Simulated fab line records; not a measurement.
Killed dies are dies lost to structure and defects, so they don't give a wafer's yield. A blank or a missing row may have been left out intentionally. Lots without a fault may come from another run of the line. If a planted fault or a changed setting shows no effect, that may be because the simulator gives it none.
Which tool was responsible? + flow gf180mcu + 33 wafers from 11 lots sampled at 5 of the route's 602 steps

## WHAT THE GAUGES READ, wafer by wafer
GF_TOP_METAL_CD_MEAS_14: target cd 440 nm.
| lot  | measured     | on        | cd nm (nm)        |
|------|--------------|-----------|-------------------|
| L550 | day 29 14:38 | cd sem-01 | 440.8 439.9 441.7 |
| L551 | day 29 18:12 | cd sem-01 | 443.2 442.1 441.6 |
| L553 | day 30 05:29 | cd sem-02 | 440.9 441.2 441.2 |
| L552 | day 30 08:38 | cd sem-01 | 438.8 438.4 440.4 |
| L557 | day 31 08:32 | cd sem-01 | 435.2 436.2 437.8 |
| L559 | day 31 23:17 | cd sem-02 | 442.0 442.5 440.0 |
| L560 | day 32 07:06 | cd sem-02 | 441.1 439.9 439.8 |
| L561 | day 32 09:25 | cd sem-01 | 435.8 438.3 436.2 |
| L562 | day 32 17:05 | cd sem-01 | 441.2 443.1 440.2 |
| L565 | day 33 10:11 | cd sem-02 | 438.4 437.2 436.6 |
| L571 | day 34 15:56 | cd sem-02 | 441.8 443.1 439.5 |

## WHAT TOOL EACH LOT RAN ON (gives the tool, then ch and the chambers of the sampled wafers, and finally the start)
| lot  | GF_M2_METAL_ETCH_16               | GF_M2_STRIP_17                       | GF_V2_ETCH_16                      | GF_V4_SPUTTER_21             |
|------|-----------------------------------|--------------------------------------|------------------------------------|------------------------------|
| L550 | rie metal-01 ch 0,1, day 20 23:59 | plasma asher-04 ch 0,1, day 21 00:07 | rie diel-04 ch 2,3, day 22 01:02   | pvd sputter-04, day 26 01:46 |
| L551 | rie metal-01 ch 0,1, day 21 03:35 | plasma asher-01 ch 0, day 21 03:43   | rie diel-04 ch 2,3, day 22 05:23   | pvd sputter-04, day 26 05:03 |
| L553 | rie metal-04 ch 0,1, day 21 18:11 | plasma asher-04 ch 0,1, day 21 18:19 | rie diel-04 ch 0,1, day 22 19:11   | pvd sputter-01, day 26 17:18 |
| L552 | rie metal-01 ch 0,1, day 21 20:41 | plasma asher-04 ch 0,1, day 21 20:49 | rie diel-03 ch 0,1,3, day 22 22:29 | pvd sputter-02, day 26 21:12 |
| L557 | rie metal-03 ch 0,1, day 23 03:38 | plasma asher-04 ch 0, day 23 03:46   | rie diel-01 ch 0,1,3, day 24 04:23 | pvd sputter-02, day 28 00:18 |
| L559 | rie metal-03 ch 0,1, day 23 22:14 | plasma asher-01 ch 0,1, day 23 22:21 | rie diel-01 ch 1,2,3, day 24 22:11 | pvd sputter-02, day 28 16:24 |
| L560 | rie metal-03 ch 1, day 24 07:02   | plasma asher-01 ch 1, day 24 07:10   | rie diel-04 ch 0,2,3, day 25 06:35 | pvd sputter-01, day 28 23:56 |
| L561 | rie metal-03 ch 1, day 24 11:53   | plasma asher-04 ch 0,1, day 24 12:01 | rie diel-03 ch 0,1, day 25 11:05   | pvd sputter-02, day 29 04:25 |
| L562 | rie metal-03 ch 0,1, day 24 21:59 | plasma asher-04 ch 0,1, day 24 22:07 | rie diel-03 ch 0,2,3, day 25 21:17 | pvd sputter-02, day 29 12:15 |
| L565 | rie metal-03 ch 0,1, day 25 18:38 | plasma asher-04 ch 0,1, day 25 18:46 | rie diel-01 ch 0,2,3, day 26 17:31 | pvd sputter-02, day 30 07:24 |
| L571 | rie metal-01 ch 0,1, day 27 09:32 | plasma asher-01 ch 0,1, day 27 09:40 | rie diel-04 ch 2,3, day 28 07:38   | pvd sputter-01, day 31 18:14 |
- GF_M2_METAL_ETCH_16: etches the open film in Cl2/BCl3, stops on SiO2, target depth 750.8 nm, time 125.1 s.
- GF_M2_STRIP_17: strips in O2/N2.
- GF_V2_ETCH_16: etches BARC in N2/H2.
- GF_V4_SPUTTER_21: material Ti, target thk 15 nm, time 80.02 s.

## THE ANSWER, worked out from the rows above alone
Rule: the lots themselves supply what counts as usual. The widest of any qualifying gaps counts: lots, ordered by their means at a reading, are off when they make up no more than a third of the lots, leave a main group of 4 or more, and stand apart from it by 3 or more times the standard deviation of that group's means. A main group whose means are all the same, to the digits that the tables above print for the reading, isn't used. Also off: a lot with no number at a reading for which 4 or more lots have one. All remaining lots with rows at the step are treated as sound.
Across all readings shown, no lot is off: no conclusion can be drawn from this.

## WHAT THE SIMULATOR HAD PUT IN
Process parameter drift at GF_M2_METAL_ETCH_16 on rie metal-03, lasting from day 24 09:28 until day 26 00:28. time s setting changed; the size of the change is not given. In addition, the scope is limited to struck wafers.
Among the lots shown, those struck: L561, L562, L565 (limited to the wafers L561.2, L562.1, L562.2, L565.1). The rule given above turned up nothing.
